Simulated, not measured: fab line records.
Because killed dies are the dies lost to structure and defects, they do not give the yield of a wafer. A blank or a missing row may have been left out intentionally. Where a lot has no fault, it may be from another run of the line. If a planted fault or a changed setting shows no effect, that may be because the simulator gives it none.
Commonality check across tools + flow gf180mcu + Sampled: 11 lots, 33 wafers

REASON FOR OPENING
GF_NWELL_TW_MEAS_11, reading NWELL_TW: flagged on 2 of 11 lots. No-fault wafers: 1579, standard deviation 13.
Rule: a lot is flagged in two cases, either no wafer of it has a number, or all its wafers with numbers fall more than 4 standard deviations from that mean. All remaining lots are regarded as sound.

| lot  | measured    | on            | NWELL_TW, wafer by wafer | flag    |
|------|-------------|---------------|--------------------------|---------|
| L410 | day 3 08:34 | film-metro-01 | 1567 1564 1569           |         |
| L412 | day 3 19:26 | film-metro-04 | 1565 1570 1571           |         |
| L415 | day 4 11:57 | film-metro-01 | 1569 1563 1570           |         |
| L416 | day 4 16:14 | film-metro-03 | 1597 1599 1588           |         |
| L419 | day 5 07:19 | film-metro-04 | 1573 1571 1567           |         |
| L420 | day 5 13:27 | film-metro-03 | 1458 1459 1452           | FLAGGED |
| L421 | day 5 18:40 | film-metro-01 | 1429 1437 1434           | FLAGGED |
| L427 | day 7 06:46 | film-metro-01 | 1588 1568 1571           |         |
| L428 | day 7 12:34 | film-metro-04 | 1553 1554 1549           |         |
| L430 | day 8 03:52 | film-metro-01 | 1568 1570 1563           |         |
| L433 | day 8 19:37 | film-metro-03 | 1583 1586 1583           |         |
The mean of the flagged lots' numbers is 1445, -134 from the usual (-10 standard deviations).

EACH LOT AND THE TOOL IT RAN ON
Before the reading, the record contains 2 process steps out of a 602-step route. Read each cell as the tool, then ch plus the chambers that the sampled wafers visited, then the start.
| lot  | flag    | GF_STI_CMP_25                | GF_NWELL_IMPLANT_08            |
|------|---------|------------------------------|--------------------------------|
| L410 |         | cmp-02 ch 0,1, day 2 05:04   | implanter-03 ch 0, day 3 08:10 |
| L412 |         | cmp-02 ch 1,2,3, day 2 14:29 | implanter-01 ch 0, day 3 19:02 |
| L415 |         | cmp-02 ch 1,2, day 3 07:01   | implanter-04 ch 0, day 4 11:34 |
| L416 |         | cmp-02 ch 0,1,3, day 3 09:57 | implanter-04 ch 0, day 4 15:50 |
| L419 |         | cmp-02 ch 1,2,3, day 4 01:24 | implanter-03 ch 0, day 5 06:55 |
| L420 | FLAGGED | cmp-01 ch 0,1,3, day 4 06:47 | implanter-03 ch 0, day 5 13:05 |
| L421 | FLAGGED | cmp-02 ch 0,1,2, day 4 11:36 | implanter-03 ch 0, day 5 18:16 |
| L427 |         | cmp-02 ch 0,1,2, day 5 21:14 | implanter-01 ch 0, day 7 06:22 |
| L428 |         | cmp-02 ch 0,1,2, day 6 02:41 | implanter-01 ch 0, day 7 12:13 |
| L430 |         | cmp-02 ch 0,1,3, day 6 13:07 | implanter-01 ch 0, day 8 03:28 |
| L433 |         | cmp-01 ch 0,2,3, day 7 07:24 | implanter-03 ch 0, day 8 19:13 |
These steps, and what they do:
- GF_STI_CMP_25: polishes, stops on Si3N4, t overpolish 33 s, target thk 524.6 nm.
- GF_NWELL_IMPLANT_08
- GF_NWELL_TW_MEAS_11

FLAGGED AGAINST TOTAL, ONE TOOL AT A TIME (gauges that did the reading follow at the end)
| step                | tool          | lots run | flagged | share of the flagged lots | sound lots run after its first flagged lot |
|---------------------|---------------|----------|---------|---------------------------|--------------------------------------------|
| GF_STI_CMP_25       | cmp-01        | 2        | 1       | some                      | 1 (L433)                                   |
| GF_STI_CMP_25       | cmp-02        | 9        | 1       | some                      | 3 (L427,L428,L430)                         |
| GF_NWELL_IMPLANT_08 | implanter-01  | 4        | 0       | none                      | -                                          |
| GF_NWELL_IMPLANT_08 | implanter-03  | 5        | 2       | all                       | 1 (L433)                                   |
| GF_NWELL_IMPLANT_08 | implanter-04  | 2        | 0       | none                      | -                                          |
| GF_NWELL_TW_MEAS_11 | film-metro-01 | 5        | 1       | some                      | 2 (L427,L430)                              |
| GF_NWELL_TW_MEAS_11 | film-metro-03 | 3        | 1       | some                      | 1 (L433)                                   |
| GF_NWELL_TW_MEAS_11 | film-metro-04 | 3        | 0       | none                      | -                                          |

WHAT THE TABLE ALLOWS
In the table, 1 row covers all flagged lots: implanter-03 at GF_NWELL_IMPLANT_08.
- implanter-03 at GF_NWELL_IMPLANT_08: 2 of its 5 lots flagged. Sound lots ran on it after the first flagged one (L433), which a lasting fault on the whole tool wouldn't allow. Its own readings lie more than 4 standard deviations out on every wafer of the flagged lots: dose-ions-cm2, faraday-current-uA.
There is no row in the table that ran each flagged lot and no sound lot after the first.

WHAT HAD BEEN PUT IN BY THE SIMULATOR
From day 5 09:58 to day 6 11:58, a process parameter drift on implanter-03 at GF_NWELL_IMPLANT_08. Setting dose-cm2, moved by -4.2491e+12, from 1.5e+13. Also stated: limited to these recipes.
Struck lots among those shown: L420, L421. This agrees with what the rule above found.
